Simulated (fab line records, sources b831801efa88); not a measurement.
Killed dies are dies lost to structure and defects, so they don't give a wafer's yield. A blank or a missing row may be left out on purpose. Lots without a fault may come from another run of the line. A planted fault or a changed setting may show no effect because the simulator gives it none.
Problem report in the 8D (eight disciplines) form, filled by code | flow sfq_line | the parts of the form that need people (team, actions taken, sign-off) are left out

1. THE PROBLEM
rf_fwd_power_W at SFQ_TRILAYER_M2_BARC_OPEN_METAL_ETCH_077 reads a mean of 692.3 W on 7 wafers of 3 lots; wafers without a fault read 594.8 W with a standard deviation of 2.4. That is +41 standard deviations from the usual mean.
The step: etches BARC in O2, target depth 125 nm, time 41.7 s.
First seen on wafer L969.2, day 39 21:16, on rie_metal-02. The record holds 45 wafers of 15 lots with a number at this step. Rule for "out", or "out of limits": more than 4 standard deviations from the usual mean. The other wafers with a number count as sound.

2. WHAT IT IS AND WHAT IT IS NOT
question                    | is                                                     | is not
which readings at this step | rf_fwd_power_W                                         | drypump_motor_current_A
which lots                  | L969, L972, L976                                       | L958, L959, L960, L963, L965, L966, L973, L975, L977, L979, L980, L981
which wafers of those lots  | L969.2, L969.3, L972.3, L972.5, L976.1, L976.3, L976.5 | L969.6, L972.1
read on which tools         | rie_metal-02                                           | rie_metal-01, rie_metal-03
when                        | from day 39 21:16                                      | up to then (19 sound wafers); but 19 sound wafers of L972, L973, L975, L977, L979, L980, L981 came after

3. SUSPECTS, AND WHAT RULES EACH OUT
Counting: a tool at a process step up to the reading stays a suspect if it ran every lot that is out. Sound lots after the first of them don't rule it out here, since some wafers of a struck lot are sound.
- rie_metal-02 at SFQ_TRILAYER_M2_BARC_OPEN_METAL_ETCH_077 (etches BARC in O2, target depth 125 nm, time 41.7 s): kept. It ran every lot that is out, first L969 (day 39 21:16); its last sound lot up to then is L966 (day 39 11:40). Its own readings are out on those wafers: rf_fwd_power_W.
- Within rie_metal-02 at SFQ_TRILAYER_M2_BARC_OPEN_METAL_ETCH_077: the wafers that are out ran in chamber 0; their sound lot-mates ran in chamber 1.
Left after counting: rie_metal-02 at SFQ_TRILAYER_M2_BARC_OPEN_METAL_ETCH_077.

4. THE CAUSE (what the simulator had put in)
Process parameter drift: rie_metal-02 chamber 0, from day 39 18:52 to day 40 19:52, at SFQ_TRILAYER_M2_BARC_OPEN_METAL_ETCH_077. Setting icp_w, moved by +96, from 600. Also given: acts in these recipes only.
Counting left only this tool.

5. THE CHAIN OF EFFECTS, in route order
Each row: a reading whose mean over the struck wafers that have a number lies more than 3 standard deviations from the usual. Only readings for which the record gives a usual standard deviation are gone through. hours: the time from each lot's start at the first step in this table that gives one to its start at this step, as a median over the lots. sigmas: the change in usual standard deviations.
hours | step                                     | reading        | usual   | on struck wafers | change | sigmas
0     | SFQ_TRILAYER_M2_BARC_OPEN_METAL_ETCH_077 | rf_fwd_power_W | 594.8 W | 692.3            | +97.5  | +41
The process steps in it:
- SFQ_TRILAYER_M2_BARC_OPEN_METAL_ETCH_077: etches BARC in O2, target depth 125 nm, time 41.7 s.
Later measuring or inspecting steps at which every struck wafer that the step has a row for has a number for every such reading, and none has moved that far: SFQ_I4_OVL_MEAS_928.

6. WHAT WOULD HAVE CAUGHT IT SOONER
In this record the first reading out of limits was taken at day 39 21:16, 2 hours after the fault began at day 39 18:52.
